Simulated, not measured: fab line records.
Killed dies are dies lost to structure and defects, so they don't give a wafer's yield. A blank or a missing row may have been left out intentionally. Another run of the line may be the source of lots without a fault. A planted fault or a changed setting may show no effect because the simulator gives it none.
What tool caused it? + flow sky130 + 33 wafers from 11 lots sampled at 2 of the route's 708 steps

== WHAT EACH GAUGE READ, for each wafer ==
SKY_VIA4_THK_MEAS_01.
| lot  | measured     | on           | VIA4_HDPCVD_THK (nm) |
|------|--------------|--------------|----------------------|
| L666 | day 42 04:36 | filmMetro-02 | 1712 1770 1725       |
| L667 | day 42 13:02 | filmMetro-04 | 1715 1728 1728       |
| L668 | day 42 17:20 | filmMetro-04 | 1762 1753 1748       |
| L669 | day 43 05:49 | filmMetro-04 | 1749 1734 1733       |
| L671 | day 43 23:24 | filmMetro-04 | 1709 1736 1771       |
| L672 | day 44 00:01 | filmMetro-04 | 1725 1746 1750       |
| L673 | day 44 03:48 | filmMetro-04 | 1748 1727 1729       |
| L675 | day 44 22:33 | filmMetro-04 | 1725 1748 1731       |
| L681 | day 46 09:43 | filmMetro-02 | 1783 1750 1784       |
| L684 | day 47 02:02 | filmMetro-04 | 1708 1750 1722       |
| L689 | day 48 12:04 | filmMetro-01 | 1760 1757 1727       |

== EACH LOT AND THE TOOL THAT RAN IT (in order: tool; ch and the chambers of the sampled wafers; start) ==
| lot  | SKY_METAL4_STRIP_19                 |
|------|-------------------------------------|
| L666 | plasmaAsher-03 ch 0,1, day 42 03:47 |
| L667 | plasmaAsher-03 ch 0,1, day 42 12:15 |
| L668 | plasmaAsher-02 ch 0,1, day 42 16:31 |
| L669 | plasmaAsher-04 ch 0,1, day 43 04:59 |
| L671 | plasmaAsher-02 ch 0,1, day 43 22:35 |
| L672 | plasmaAsher-03 ch 0,1, day 43 23:11 |
| L673 | plasmaAsher-04 ch 0,1, day 44 02:53 |
| L675 | plasmaAsher-02 ch 1, day 44 21:38   |
| L681 | plasmaAsher-04 ch 0,1, day 46 08:56 |
| L684 | plasmaAsher-02 ch 0,1, day 47 01:16 |
| L689 | plasmaAsher-04 ch 0,1, day 48 11:08 |
- SKY_METAL4_STRIP_19: strips in O2/N2.

== THE ANSWER, worked out from the rows above alone ==
Rule: the usual values come from the lots themselves. Put in order of their means at a reading, lots are off if they are a third of the lots or fewer, leave a main group of 4 or more, and stand apart from it by a gap of 3 or more times the standard deviation of the main group's means; of several such gaps the widest counts. If all means in a main group match to the digits the tables above print for the reading, that group is not used. A lot without any number at a reading at which 4 lots or more have one is off too. All remaining lots with rows at the step are treated as sound.
Across all readings shown, no lot is off: no conclusion can be drawn from this.

== WHAT THE SIMULATOR HAD PUT IN ==
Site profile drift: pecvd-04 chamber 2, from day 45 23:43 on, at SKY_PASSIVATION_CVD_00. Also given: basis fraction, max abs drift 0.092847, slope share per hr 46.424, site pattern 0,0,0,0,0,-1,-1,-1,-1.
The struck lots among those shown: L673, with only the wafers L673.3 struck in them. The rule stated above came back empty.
